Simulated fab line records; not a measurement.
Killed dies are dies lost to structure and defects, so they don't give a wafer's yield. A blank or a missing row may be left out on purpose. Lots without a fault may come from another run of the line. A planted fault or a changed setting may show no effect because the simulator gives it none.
The tool behind it: which one?    flow gf180mcu    42 wafers from 14 lots sampled at 4 of the route's 602 steps

WHAT EACH GAUGE READ, for each wafer
GF_HV_LDD_THK_MEAS_55.
lot   measured      on             HV_LDD_CVD_54_THK (nm)
L805  day 12 12:09  film-metro-01  10.32 10.31 10.25
L807  day 13 06:38  film-metro-02  10.04 10.04 10.08
L808  day 13 10:23  film-metro-02  9.91 9.92 9.80
L809  day 13 22:11  film-metro-03  10.10 10.02 10.04
L811  day 14 16:15  film-metro-02  10.25 10.12 10.13
L817  day 17 01:44  film-metro-03  10.10 10.17 10.05
L820  day 17 21:34  film-metro-03  10.13 10.11 10.06
L819  day 17 22:35  film-metro-01  9.99 10.20 10.06
L821  day 18 02:40  film-metro-02  9.94 10.00 9.79
L823  day 18 20:17  film-metro-01  10.09 10.13 10.06
L824  day 19 04:25  film-metro-01  10.22 10.03 10.02
L825  day 19 12:50  film-metro-02  10.11 10.25 10.15
L826  day 19 20:30  film-metro-03  10.11 10.11 9.90
L828  day 20 13:32  film-metro-03  10.10 10.19 10.28

GF_HV_LDD_THK_MEAS_57.
lot   measured      on             HV_LDD_CVD_56_THK (nm)
L805  day 12 13:38  film-metro-03  91.9 92.2 91.2
L807  day 13 08:08  film-metro-01  88.3 88.7 88.8
L808  day 13 11:52  film-metro-03  90.9 90.4 90.5
L809  day 13 23:40  film-metro-02  90.1 90.0 90.3
L811  day 14 17:44  film-metro-03  92.5 91.2 91.8
L817  day 17 03:13  film-metro-01  90.3 90.3 89.6
L820  day 17 23:26  film-metro-01  91.3 90.5 90.7
L819  day 18 00:51  film-metro-01  89.1 88.7 87.8
L821  day 18 04:09  film-metro-01  90.7 91.6 90.8
L823  day 18 21:46  film-metro-01  91.2 90.5 90.4
L824  day 19 05:54  film-metro-01  90.8 90.4 90.4
L825  day 19 14:20  film-metro-02  90.8 90.6 90.3
L826  day 19 21:59  film-metro-02  90.5 90.0 90.1
L828  day 20 15:01  film-metro-03  90.6 90.5 91.3

GF_PSD_CD_MEAS_07: target cd 400 nm.
lot   measured      on         cd-nm (nm)
L805  day 14 06:08  cd-sem-01  397.0 398.7 397.8
L807  day 15 02:05  cd-sem-02  402.0 398.5 398.0
L808  day 15 07:04  cd-sem-02  410.2 407.9 409.3
L809  day 15 19:03  cd-sem-01  401.8 403.7 402.7
L811  day 16 13:30  cd-sem-02  410.1 409.1 409.3
L817  day 19 03:53  cd-sem-01  399.6 399.3 399.1
L820  day 20 00:16  cd-sem-02  401.6 400.1 399.7
L819  day 20 01:26  cd-sem-02  401.6 400.1 398.8
L821  day 20 05:39  cd-sem-01  403.4 403.0 402.2
L823  day 20 22:59  cd-sem-01  398.6 398.0 399.7
L824  day 21 06:23  cd-sem-02  396.7 394.6 396.7
L825  day 21 14:57  cd-sem-01  399.8 401.0 400.7
L826  day 21 21:47  cd-sem-02  397.7 399.7 398.5
L828  day 22 14:34  cd-sem-01  399.3 400.4 400.2

WHICH TOOL RAN EACH LOT (tool, then ch and the chambers of the sampled wafers, then the start)
lot   GF_PSD_DEVELOP_06
L805  litho-track-01 ch 0, day 14 05:59
L807  litho-track-01 ch 0, day 15 01:56
L808  litho-track-01 ch 0, day 15 06:55
L809  litho-track-03 ch 0, day 15 18:55
L811  litho-track-01 ch 0, day 16 13:22
L817  litho-track-03 ch 0, day 19 03:44
L820  litho-track-02 ch 0, day 20 00:08
L819  litho-track-01 ch 0, day 20 01:17
L821  litho-track-03 ch 0, day 20 05:31
L823  litho-track-01 ch 0, day 20 22:50
L824  litho-track-03 ch 0, day 21 06:14
L825  litho-track-03 ch 0, day 21 14:49
L826  litho-track-01 ch 0, day 21 21:38
L828  litho-track-01 ch 0, day 22 14:25
- GF_PSD_DEVELOP_06: develop time 60 s.

WHAT THE TOOLS THEMSELVES READ (means of the sampled wafers that have a number; where no wafer has one, the mark that the record gives instead)
The record holds no such reading with a usual standard deviation.

THE ANSWER, worked out from the rows above alone
Rule: the usual values come from the lots themselves. Put in order of their means at a reading, lots are off if they are a third of the lots or fewer, leave a main group of 4 or more, and stand apart from it by a gap of 3 or more times the standard deviation of the main group's means; of several such gaps the widest counts. If all means in a main group match to the digits the tables above print for the reading, that group is not used. Also off: a lot with no number at a reading for which 4 or more lots have one. All remaining lots with rows at the step are treated as sound. The gauges are gone through in route order, then the tools' own readings, and for those a lot's mean is taken as printed above. At the first step where some lot is off, the reading lying furthest off is the one used; lots without a number count as furthest.
Off, at GF_PSD_CD_MEAS_07 on cd-nm: L808, L811. The main group: mean 399.7 nm, standard deviation 1.8.
If a tool, at a process step before that reading, ran all the lots that are off and no sound lot after the first of them, it fits. Those tools and the gauges at GF_PSD_CD_MEAS_07 are tried in the same way. No candidate that was tried fits.

WHAT THE SIMULATOR HAD PUT IN
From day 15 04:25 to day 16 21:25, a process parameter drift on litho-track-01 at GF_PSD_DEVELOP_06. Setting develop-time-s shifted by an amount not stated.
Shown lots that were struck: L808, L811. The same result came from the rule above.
